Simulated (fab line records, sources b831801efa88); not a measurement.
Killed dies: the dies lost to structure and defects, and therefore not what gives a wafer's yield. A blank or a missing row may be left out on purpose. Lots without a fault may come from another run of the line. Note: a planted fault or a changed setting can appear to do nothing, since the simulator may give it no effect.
Problem report in the 8D (eight disciplines) form, filled by code :: flow sky130 :: the parts of the form that need people (team, actions taken, sign-off) are left out

== 1. WHAT IS WRONG ==
Wafers without a fault read 43, standard deviation 7.1; killed_at_M0_to_M3 at SKY_PAD_OPEN_PROBE_99 reads a mean of 101 on 3 wafers belonging to 2 lots. That is +8.2 standard deviations from the usual mean.
First seen on wafer L317.2, day 50 01:53, on prober-01. At this step, 12 wafers from 4 lots have a number in the record. By rule, "out" or "out of limits" means more than 4 standard deviations away from the usual mean. All remaining wafers that have a number are taken as sound.

== 2. WHAT IT IS, WHAT IT ISN'T ==
question: which readings at this step
is: killed_at_M0_to_M3, defect-limited-yield, killed-dies, sort_bin_5_function, sort-n-pass, sort-yield-pct
is not: killed_at_M4_up, killed-at-contacts, killed-at-front-end, killed-at-other, killed-short, sort_bin_6_memory

question: which lots
is: L317, L318
is not: L303, L313

question: which wafers of those lots
is: L317.2, L318.2, L318.4
is not: L317.1, L317.3, L318.3

question: read on which tools
is: prober-01, prober-02
is not: -

question: when
is: from day 50 01:53
is not: up to then (7 sound wafers); but 2 sound wafers of L317, L318 came after

== 3. WHAT RULES OUT EACH SUSPECT ==
Counting: any tool at a process step up to the reading remains a suspect provided it ran every lot that is out. Sound lots after the first of them don't rule it out here, since some wafers of a struck lot are sound.
- plasma-asher-02 at SKY_VIA2_STRIP_16 (strips in O2/N2): kept. It processed each lot that is out (first: L317, day 41 15:31); up to then, its last sound lot is L313 (day 40 20:02).
- pvd-sputter-03 at SKY_VIA3_SPUTTER_20 (material TiN, target thk 20 nm, time 80 s): kept. It ran every lot that is out, first L317 (day 44 17:46).
- At SKY_VIA2_STRIP_16 on plasma-asher-02, chamber 1 took the sound wafers of the same lots and chamber 0 took the wafers that are out.
Left after counting: plasma-asher-02 at SKY_VIA2_STRIP_16, pvd-sputter-03 at SKY_VIA3_SPUTTER_20.

== 4. THE CAUSE (what the simulator had put in) ==
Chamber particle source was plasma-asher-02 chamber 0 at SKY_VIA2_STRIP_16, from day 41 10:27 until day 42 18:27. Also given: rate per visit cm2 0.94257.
This tool is one of the 2 suspects left after counting.

== 5. SEQUENCE OF EFFECTS, ordered by route ==
Rows list readings where the struck wafers' mean (over those with a number) sits beyond 3 standard deviations from the usual. Readings are gone through only where the record gives a usual standard deviation; hours: the median, over the lots, of the time from a lot's start at the first step in this table giving one to that lot's start at this step; sigmas: the change measured in usual standard deviations.
hours: 0
step: SKY_PAD_OPEN_PROBE_99
reading: defect-limited-yield
usual: 82.5 %
on struck wafers: 70.7
change: -11.8
sigmas: -5.9

hours: 0
step: SKY_PAD_OPEN_PROBE_99
reading: killed_at_M0_to_M3
usual: 43
on struck wafers: 101
change: +58
sigmas: +8.2

hours: 0
step: SKY_PAD_OPEN_PROBE_99
reading: killed-dies
usual: 86
on struck wafers: 144
change: +58
sigmas: +6.1

hours: 0
step: SKY_PAD_OPEN_PROBE_99
reading: sort_bin_3_pad_short
usual: 0.9 %
on struck wafers: 2.8
change: +1.9
sigmas: +4.4

hours: 0
step: SKY_PAD_OPEN_PROBE_99
reading: sort_bin_5_function
usual: 10.4 %
on struck wafers: 20.4
change: +10.0
sigmas: +6.7

hours: 0
step: SKY_PAD_OPEN_PROBE_99
reading: sort-n-pass
usual: 406
on struck wafers: 348
change: -58
sigmas: -6.1

hours: 0
step: SKY_PAD_OPEN_PROBE_99
reading: sort-yield-pct
usual: 82.5 %
on struck wafers: 70.7
change: -11.8
sigmas: -5.9
Process steps it contains:
- SKY_PAD_OPEN_PROBE_99

== 6. HOW IT WOULD HAVE BEEN CAUGHT EARLIER ==
First out-of-limits reading in this record: day 50 01:53, which is 207 hours after fault onset at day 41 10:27.
Tool readings at SKY_VIA2_STRIP_16 with a usual standard deviation given in the record: none out on any struck wafer, hence no alarm at a limit of 4 standard deviations on them.
The start of SKY_VIA2_STRIP_16 on plasma-asher-02 came by day 50 01:53 for every one of the lots that are out (2). Tool hold at that time: it would have spared none of them.
